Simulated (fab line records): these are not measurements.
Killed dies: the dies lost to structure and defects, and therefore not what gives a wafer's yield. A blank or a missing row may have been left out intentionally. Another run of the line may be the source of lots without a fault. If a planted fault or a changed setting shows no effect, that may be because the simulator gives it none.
Lot-split experiment || flow sfq line || 16 wafers read across 5 lots, on a route 325 steps long

ON THE SPLIT
At SFQ_TRILAYER_I6_VIA_LITHO_COAT_174 (resist thk 62 nm), the setting spin rpm was moved away from the recipe's 3000 rpm on 6 of the 16 wafers read, by -4.0% to +4.8%. This setting was run at the recipe's value on the other wafers.

FROM THE SPLIT TO THE READING: what the file shows between them, 4 steps
- SFQ_TRILAYER_I6_VIA_LITHO_COAT_169: resist thk 650 nm (also split here: resist thk nm)
- SFQ_TRILAYER_I6_VIA_LITHO_SOFTBAKE_173
- SFQ_TRILAYER_I6_VIA_LITHO_EXPOSE_170: exposes mask I6, target cd 700 nm
- SFQ_TRILAYER_I6_VIA_LITHO_DEVELOP_171: time 60 s

THE READING
etch.depth nm (the simulator's own value, which no gauge read), in nm, at SFQ_TRILAYER_I6_VIA_BARC_OPEN_VIA_ETCH_235 (etches BARC in O2, target depth 125 nm, time 41.7 s). The file gives no usual value for it. The 10 wafers here that ran the recipe average 61.92 nm, standard deviation 0.12 nm.

{"wafer": "L075.1", "tool, chamber at the split": "litho track-04, 0", "spin rpm as run, rpm": 2880, "against the recipe": "-4.0%", "etch.depth nm, nm": 63.19, "against lot-mates on the recipe": "+1.14"}
{"wafer": "L075.3", "tool, chamber at the split": "litho track-04, 0", "spin rpm as run, rpm": 2880, "against the recipe": "-4.0%", "etch.depth nm, nm": 63.33, "against lot-mates on the recipe": "+1.28"}
{"wafer": "L075.4", "tool, chamber at the split": "litho track-04, 0", "spin rpm as run, rpm": 3000, "against the recipe": "recipe", "etch.depth nm, nm": 62.05, "against lot-mates on the recipe": "-"}
{"wafer": "L077.2", "tool, chamber at the split": "litho track-01, 0", "spin rpm as run, rpm": 3000, "against the recipe": "recipe", "etch.depth nm, nm": 62.04, "against lot-mates on the recipe": "-"}
{"wafer": "L077.3", "tool, chamber at the split": "litho track-01, 0", "spin rpm as run, rpm": 3000, "against the recipe": "recipe", "etch.depth nm, nm": 62.04, "against lot-mates on the recipe": "-"}
{"wafer": "L077.4", "tool, chamber at the split": "litho track-01, 0", "spin rpm as run, rpm": 3075, "against the recipe": "+2.5%", "etch.depth nm, nm": 61.27, "against lot-mates on the recipe": -0.77}
{"wafer": "L078.1", "tool, chamber at the split": "litho track-04, 0", "spin rpm as run, rpm": 3144, "against the recipe": "+4.8%", "etch.depth nm, nm": 60.51, "against lot-mates on the recipe": -1.33}
{"wafer": "L078.3", "tool, chamber at the split": "litho track-04, 0", "spin rpm as run, rpm": 3144, "against the recipe": "+4.8%", "etch.depth nm, nm": 60.4, "against lot-mates on the recipe": -1.44}
{"wafer": "L078.4", "tool, chamber at the split": "litho track-04, 0", "spin rpm as run, rpm": 3000, "against the recipe": "recipe", "etch.depth nm, nm": 61.96, "against lot-mates on the recipe": "-"}
{"wafer": "L078.5", "tool, chamber at the split": "litho track-04, 0", "spin rpm as run, rpm": 3000, "against the recipe": "recipe", "etch.depth nm, nm": 61.71, "against lot-mates on the recipe": "-"}
{"wafer": "L078.6", "tool, chamber at the split": "litho track-04, 0", "spin rpm as run, rpm": 3144, "against the recipe": "+4.8%", "etch.depth nm, nm": 60.47, "against lot-mates on the recipe": -1.37}
{"wafer": "L079.4", "tool, chamber at the split": "litho track-04, 0", "spin rpm as run, rpm": 3000, "against the recipe": "recipe", "etch.depth nm, nm": 61.89, "against lot-mates on the recipe": "-"}
{"wafer": "L079.5", "tool, chamber at the split": "litho track-04, 0", "spin rpm as run, rpm": 3000, "against the recipe": "recipe", "etch.depth nm, nm": 61.76, "against lot-mates on the recipe": "-"}
{"wafer": "L082.1", "tool, chamber at the split": "litho track-02, 0", "spin rpm as run, rpm": 3000, "against the recipe": "recipe", "etch.depth nm, nm": 62.02, "against lot-mates on the recipe": "-"}
{"wafer": "L082.2", "tool, chamber at the split": "litho track-02, 0", "spin rpm as run, rpm": 3000, "against the recipe": "recipe", "etch.depth nm, nm": 61.92, "against lot-mates on the recipe": "-"}
{"wafer": "L082.4", "tool, chamber at the split": "litho track-02, 0", "spin rpm as run, rpm": 3000, "against the recipe": "recipe", "etch.depth nm, nm": 61.77, "against lot-mates on the recipe": "-"}

FIT RESULTS
A straight line over all 16 wafers: etch.depth nm changes by -0.313 nm for each +1% of spin rpm; r = -0.99; the points scatter about the line by 0.12 nm.
The same after taking each lot's own level away (the mean of its wafers on the recipe; 16 wafers): -0.293 nm for each +1%; r = -0.99; scatter 0.082 nm.
The reading moves by 1.4 nm for the largest change in spin rpm, on that fit.
The lots' own levels span 61.825 to 62.050 nm, that is 1.8 times the standard deviation above.
The two slopes are in agreement: the lot-to-lot level therefore moves the slope only a little.
Check: with one of the wafers moved furthest among these (+4.8%) left out of the fit, the line predicts -1.42 nm for it against its lot-mates. Against them it came out at -1.33 nm.

OTHER SPLITS ON THESE WAFERS
Before the reading, these wafers also passed through other splits. Each is held against what the fit with the lots' levels taken away leaves over:
{"other split on the same wafers": "SFQ_TRILAYER_R5_LITHO_PEB_139 peb temp c", "wafers away from the commonest value": 4, "r with etch.depth nm (lot level and that fit taken away)": "+0.29"}
{"other split on the same wafers": "SFQ_TRILAYER_I5_LITHO_EXPOSE_145 dose mj", "wafers away from the commonest value": 8, "r with etch.depth nm (lot level and that fit taken away)": "+0.04"}
{"other split on the same wafers": "SFQ_TRILAYER_I5_BARC_OPEN_VIA_ETCH_200 bias w", "wafers away from the commonest value": 7, "r with etch.depth nm (lot level and that fit taken away)": "+0.08"}
{"other split on the same wafers": "SFQ_TRILAYER_C5_LITHO_COAT_156 spin rpm", "wafers away from the commonest value": 3, "r with etch.depth nm (lot level and that fit taken away)": -0.34}
{"other split on the same wafers": "SFQ_TRILAYER_C5_LITHO_EXPOSE_152 dose mj", "wafers away from the commonest value": 5, "r with etch.depth nm (lot level and that fit taken away)": "+0.07"}
{"other split on the same wafers": "SFQ_TRILAYER_M6_LITHO_EXPOSE_160 dose mj", "wafers away from the commonest value": 3, "r with etch.depth nm (lot level and that fit taken away)": -0.32}
{"other split on the same wafers": "SFQ_TRILAYER_M6_BARC_OPEN_METAL_ETCH_206 bias w", "wafers away from the commonest value": 3, "r with etch.depth nm (lot level and that fit taken away)": "+0.05"}
{"other split on the same wafers": "SFQ_TRILAYER_I6_VIA_LITHO_COAT_169 resist thk nm", "wafers away from the commonest value": 5, "r with etch.depth nm (lot level and that fit taken away)": "+0.08"}

THE WHOLE CHAIN: every reading that the file lists as answering this split, in the file's order
{"step": "SFQ_TRILAYER_I6_VIA_LITHO_COAT_174", "what it does": "resist thk 62 nm", "reading": "BARC_of_TRILAYER_I6_VIA_LITHO_COAT_174.thk nm (the simulator's own value, which no gauge read)", "change (the file's fit)": "-0.31 nm for each +1% of the setting", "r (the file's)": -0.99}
{"step": "SFQ_TRILAYER_I6_VIA_BARC_OPEN_VIA_ETCH_235", "what it does": "etches BARC in O2, target depth 125 nm, time 41.7 s", "reading": "etch.depth nm (the simulator's own value, which no gauge read)", "change (the file's fit)": "-0.293 nm for each +1% of the setting", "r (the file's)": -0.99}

FILE'S OWN FIT
etch.depth nm changes by -0.293 nm for each +1% of spin rpm, r = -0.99.
